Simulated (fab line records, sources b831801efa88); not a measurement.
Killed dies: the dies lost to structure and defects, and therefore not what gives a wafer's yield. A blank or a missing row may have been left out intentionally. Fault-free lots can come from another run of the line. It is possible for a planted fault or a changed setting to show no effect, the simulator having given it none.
Which tool is to blame? :: flow gf180mcu :: 24 lots with 72 wafers sampled at 4 steps, on a route of 602 steps

## WHAT THE GAUGES READ, wafer by wafer
GF_V2_RS_MEAS_24: a four-point-probe measurement.
lot: L074
measured: day 20 10:18
on: film_metro-02
V2_W_RS (ohm/sq): 0.331 0.320 0.331

lot: L075
measured: day 20 15:44
on: film_metro-01
V2_W_RS (ohm/sq): 0.321 0.333 0.330

lot: L076
measured: day 20 21:00
on: film_metro-03
V2_W_RS (ohm/sq): 0.334 0.331 0.332

lot: L077
measured: day 21 05:53
on: film_metro-02
V2_W_RS (ohm/sq): 0.329 0.328 0.328

lot: L078
measured: day 21 09:14
on: film_metro-01
V2_W_RS (ohm/sq): 0.321 0.333 0.333

lot: L079
measured: day 22 01:26
on: film_metro-03
V2_W_RS (ohm/sq): 0.320 0.321 0.330

lot: L080
measured: day 22 13:22
on: film_metro-03
V2_W_RS (ohm/sq): 0.320 0.322 0.328

lot: L081
measured: day 23 03:18
on: film_metro-02
V2_W_RS (ohm/sq): 0.324 0.320 0.327

lot: L082
measured: day 23 15:02
on: film_metro-02
V2_W_RS (ohm/sq): 0.332 0.323 0.325

lot: L083
measured: day 23 20:17
on: film_metro-01
V2_W_RS (ohm/sq): 0.325 0.328 0.323

lot: L084
measured: day 24 05:19
on: film_metro-01
V2_W_RS (ohm/sq): 0.334 0.333 0.334

lot: L085
measured: day 24 17:58
on: film_metro-03
V2_W_RS (ohm/sq): 0.322 0.330 0.324

lot: L086
measured: day 25 01:22
on: film_metro-03
V2_W_RS (ohm/sq): 0.330 0.323 0.329

lot: L087
measured: day 25 14:41
on: film_metro-03
V2_W_RS (ohm/sq): 0.322 0.320 0.328

lot: L088
measured: day 25 19:44
on: film_metro-01
V2_W_RS (ohm/sq): 0.329 0.325 0.326

lot: L090
measured: day 26 00:32
on: film_metro-03
V2_W_RS (ohm/sq): 0.333 0.319 0.334

lot: L091
measured: day 26 09:20
on: film_metro-02
V2_W_RS (ohm/sq): 0.325 0.328 0.330

lot: L089
measured: day 26 10:53
on: film_metro-01
V2_W_RS (ohm/sq): 0.325 0.323 0.331

lot: L092
measured: day 26 16:41
on: film_metro-02
V2_W_RS (ohm/sq): 0.322 0.330 0.321

lot: L093
measured: day 27 01:35
on: film_metro-03
V2_W_RS (ohm/sq): 0.333 0.335 0.334

lot: L094
measured: day 27 06:16
on: film_metro-02
V2_W_RS (ohm/sq): 0.327 0.322 0.326

lot: L095
measured: day 27 07:37
on: film_metro-02
V2_W_RS (ohm/sq): 0.327 0.327 0.329

lot: L096
measured: day 27 17:53
on: film_metro-03
V2_W_RS (ohm/sq): 0.324 0.322 0.321

lot: L097
measured: day 28 06:08
on: film_metro-02
V2_W_RS (ohm/sq): 0.324 0.333 0.328

GF_V4_THK_MEAS_25: measures by xrf.
lot: L074
measured: day 24 12:23
on: film_metro-01
V4_W_THK (nm): 358 354 356

lot: L075
measured: day 27 20:14
on: film_metro-01
V4_W_THK (nm): 362 360 359

lot: L076
measured: day 24 23:08
on: film_metro-01
V4_W_THK (nm): 358 351 353

lot: L077
measured: day 25 07:22
on: film_metro-02
V4_W_THK (nm): 357 364 364

lot: L078
measured: day 25 09:34
on: film_metro-01
V4_W_THK (nm): 359 361 367

lot: L079
measured: day 25 23:14
on: film_metro-01
V4_W_THK (nm): 356 356 366

lot: L080
measured: day 26 10:06
on: film_metro-03
V4_W_THK (nm): 350 358 348

lot: L081
measured: day 27 00:13
on: film_metro-02
V4_W_THK (nm): 368 368 369

lot: L082
measured: day 27 10:28
on: film_metro-02
V4_W_THK (nm): 364 363 364

lot: L083
measured: day 27 15:32
on: film_metro-02
V4_W_THK (nm): 365 367 367

lot: L084
measured: day 27 22:14
on: film_metro-01
V4_W_THK (nm): 371 361 360

lot: L085
measured: day 28 10:31
on: film_metro-03
V4_W_THK (nm): 356 354 356

lot: L086
measured: day 28 16:22
on: film_metro-01
V4_W_THK (nm): 357 363 353

lot: L087
measured: day 29 04:43
on: film_metro-03
V4_W_THK (nm): 350 350 347

lot: L088
measured: day 29 10:06
on: film_metro-02
V4_W_THK (nm): 364 377 369

lot: L090
measured: day 29 14:37
on: film_metro-03
V4_W_THK (nm): 353 355 352

lot: L091
measured: day 29 21:58
on: film_metro-01
V4_W_THK (nm): 362 364 360

lot: L089
measured: day 29 23:42
on: film_metro-03
V4_W_THK (nm): 351 351 348

lot: L092
measured: day 30 05:17
on: film_metro-02
V4_W_THK (nm): 366 374 370

lot: L093
measured: day 30 13:23
on: film_metro-02
V4_W_THK (nm): 363 370 368

lot: L094
measured: day 30 15:54
on: film_metro-02
V4_W_THK (nm): 363 371 361

lot: L095
measured: day 30 16:55
on: film_metro-01
V4_W_THK (nm): 363 357 365

lot: L096
measured: day 31 03:31
on: film_metro-02
V4_W_THK (nm): 370 360 364

lot: L097
measured: day 31 13:49
on: film_metro-02
V4_W_THK (nm): 367 377 368

## EACH LOT AND THE TOOL THAT RAN IT (in order: tool; ch and the chambers of the sampled wafers; start)
lot: L074
GF_V2_CVD_23: cvd_w-02 ch 0,1, day 20 10:10
GF_V3_CVD_23: cvd_w-01 ch 0,1, day 22 12:30

lot: L075
GF_V2_CVD_23: cvd_w-02 ch 0,1, day 20 15:38
GF_V3_CVD_23: cvd_w-01 ch 0,1, day 22 17:46

lot: L076
GF_V2_CVD_23: cvd_w-01 ch 0, day 20 20:46
GF_V3_CVD_23: cvd_w-01 ch 0,1, day 22 23:13

lot: L077
GF_V2_CVD_23: cvd_w-01 ch 0, day 21 05:41
GF_V3_CVD_23: cvd_w-01 ch 0, day 23 08:07

lot: L078
GF_V2_CVD_23: cvd_w-01 ch 0,1, day 21 09:07
GF_V3_CVD_23: cvd_w-01 ch 0,1, day 23 09:40

lot: L079
GF_V2_CVD_23: cvd_w-01 ch 0,1, day 22 01:19
GF_V3_CVD_23: cvd_w-01 ch 0,1, day 24 01:55

lot: L080
GF_V2_CVD_23: cvd_w-02 ch 0,1, day 22 13:14
GF_V3_CVD_23: cvd_w-02 ch 0,1, day 24 13:07

lot: L081
GF_V2_CVD_23: cvd_w-01 ch 0,1, day 23 03:10
GF_V3_CVD_23: cvd_w-02 ch 0,1, day 25 02:53

lot: L082
GF_V2_CVD_23: cvd_w-01 ch 0,1, day 23 14:54
GF_V3_CVD_23: cvd_w-01 ch 0,1, day 25 13:13

lot: L083
GF_V2_CVD_23: cvd_w-01 ch 0,1, day 23 20:10
GF_V3_CVD_23: cvd_w-02 ch 0,1, day 25 18:40

lot: L084
GF_V2_CVD_23: cvd_w-02 ch 1, day 24 05:12
GF_V3_CVD_23: cvd_w-01 ch 0,1, day 26 03:04

lot: L085
GF_V2_CVD_23: cvd_w-02 ch 0,1, day 24 17:52
GF_V3_CVD_23: cvd_w-02 ch 0,1, day 26 15:32

lot: L086
GF_V2_CVD_23: cvd_w-02 ch 0,1, day 25 01:15
GF_V3_CVD_23: cvd_w-01 ch 0,1, day 26 21:06

lot: L087
GF_V2_CVD_23: cvd_w-02 ch 0,1, day 25 14:35
GF_V3_CVD_23: cvd_w-02 ch 0,1, day 27 11:25

lot: L088
GF_V2_CVD_23: cvd_w-01 ch 0, day 25 19:37
GF_V3_CVD_23: cvd_w-02 ch 0,1, day 27 16:31

lot: L090
GF_V2_CVD_23: cvd_w-02 ch 0,1, day 26 00:25
GF_V3_CVD_23: cvd_w-01 ch 0,1, day 27 20:43

lot: L091
GF_V2_CVD_23: cvd_w-01 ch 0,1, day 26 09:12
GF_V3_CVD_23: cvd_w-01 ch 1, day 28 04:52

lot: L089
GF_V2_CVD_23: cvd_w-02 ch 0,1, day 26 10:46
GF_V3_CVD_23: cvd_w-01 ch 0,1, day 28 06:13

lot: L092
GF_V2_CVD_23: cvd_w-02 ch 0,1, day 26 16:34
GF_V3_CVD_23: cvd_w-02 ch 0,1, day 28 11:26

lot: L093
GF_V2_CVD_23: cvd_w-01 ch 0, day 27 01:29
GF_V3_CVD_23: cvd_w-01 ch 0,1, day 28 20:10

lot: L094
GF_V2_CVD_23: cvd_w-02 ch 0,1, day 27 06:10
GF_V3_CVD_23: cvd_w-01 ch 0, day 28 23:46

lot: L095
GF_V2_CVD_23: cvd_w-01 ch 0,1, day 27 07:30
GF_V3_CVD_23: cvd_w-01 ch 0,1, day 29 01:04

lot: L096
GF_V2_CVD_23: cvd_w-02 ch 0,1, day 27 17:46
GF_V3_CVD_23: cvd_w-02 ch 0,1, day 29 11:39

lot: L097
GF_V2_CVD_23: cvd_w-02 ch 0,1, day 28 06:02
GF_V3_CVD_23: cvd_w-01 ch 0,1, day 29 22:43
- GF_V2_CVD_23: deposits W, target thk 350 nm, time 104.94 s.
- GF_V3_CVD_23: deposits W, target thk 350 nm, time 104.9 s.

## AS READ BY THE TOOLS THEMSELVES (means over the sampled wafers that have a number; for cases with no such wafer, the mark the record gives instead)
GF_V2_CVD_23.
lot: L074
tool: cvd_w-02
heater_power_w (W): 858

lot: L075
tool: cvd_w-02
heater_power_w (W): 858

lot: L076
tool: cvd_w-01
heater_power_w (W): 683

lot: L077
tool: cvd_w-01
heater_power_w (W): 693

lot: L078
tool: cvd_w-01
heater_power_w (W): 725

lot: L079
tool: cvd_w-01
heater_power_w (W): 762

lot: L080
tool: cvd_w-02
heater_power_w (W): 889

lot: L081
tool: cvd_w-01
heater_power_w (W): 761

lot: L082
tool: cvd_w-01
heater_power_w (W): 765

lot: L083
tool: cvd_w-01
heater_power_w (W): 770

lot: L084
tool: cvd_w-02
heater_power_w (W): 850

lot: L085
tool: cvd_w-02
heater_power_w (W): 906

lot: L086
tool: cvd_w-02
heater_power_w (W): 868

lot: L087
tool: cvd_w-02
heater_power_w (W): 891

lot: L088
tool: cvd_w-01
heater_power_w (W): 685

lot: L090
tool: cvd_w-02
heater_power_w (W): 875

lot: L091
tool: cvd_w-01
heater_power_w (W): 724

lot: L089
tool: cvd_w-02
heater_power_w (W): 905

lot: L092
tool: cvd_w-02
heater_power_w (W): 896

lot: L093
tool: cvd_w-01
heater_power_w (W): 686

lot: L094
tool: cvd_w-02
heater_power_w (W): 866

lot: L095
tool: cvd_w-01
heater_power_w (W): 773

lot: L096
tool: cvd_w-02
heater_power_w (W): 883

lot: L097
tool: cvd_w-02
heater_power_w (W): 914

GF_V3_CVD_23.
lot: L074
tool: cvd_w-01
heater_power_w (W): 719

lot: L075
tool: cvd_w-01
heater_power_w (W): 727

lot: L076
tool: cvd_w-01
heater_power_w (W): 726

lot: L077
tool: cvd_w-01
heater_power_w (W): 684

lot: L078
tool: cvd_w-01
heater_power_w (W): 760

lot: L079
tool: cvd_w-01
heater_power_w (W): 760

lot: L080
tool: cvd_w-02
heater_power_w (W): 868

lot: L081
tool: cvd_w-02
heater_power_w (W): 910

lot: L082
tool: cvd_w-01
heater_power_w (W): 730

lot: L083
tool: cvd_w-02
heater_power_w (W): 904

lot: L084
tool: cvd_w-01
heater_power_w (W): 770

lot: L085
tool: cvd_w-02
heater_power_w (W): 876

lot: L086
tool: cvd_w-01
heater_power_w (W): 782

lot: L087
tool: cvd_w-02
heater_power_w (W): 865

lot: L088
tool: cvd_w-02
heater_power_w (W): 903

lot: L090
tool: cvd_w-01
heater_power_w (W): 772

lot: L091
tool: cvd_w-01
heater_power_w (W): 821

lot: L089
tool: cvd_w-01
heater_power_w (W): 773

lot: L092
tool: cvd_w-02
heater_power_w (W): 906

lot: L093
tool: cvd_w-01
heater_power_w (W): 733

lot: L094
tool: cvd_w-01
heater_power_w (W): 674

lot: L095
tool: cvd_w-01
heater_power_w (W): 727

lot: L096
tool: cvd_w-02
heater_power_w (W): 880

lot: L097
tool: cvd_w-01
heater_power_w (W): 730

## THE ANSWER, worked out from the rows above alone
Rule: what is usual is taken from the lots themselves. The widest of any qualifying gaps counts: lots, ordered by their means at a reading, are off when they make up no more than a third of the lots, leave a main group of 4 or more, and stand apart from it by 3 or more times the standard deviation of that group's means. A main group whose means are all the same, to the digits that the tables above print for the reading, isn't used. Also off: a lot with no number at a reading for which 4 or more lots have one. All remaining lots with rows at the step are treated as sound. The gauges are gone through in route order, then the tools' own readings, and for those a lot's mean is taken as printed above. At the first step where some lot is off, the reading lying furthest off is the one used; lots without a number count as furthest.
Across all readings shown, no lot is off: no conclusion can be drawn from this.

## WHAT THE SIMULATOR PUT IN
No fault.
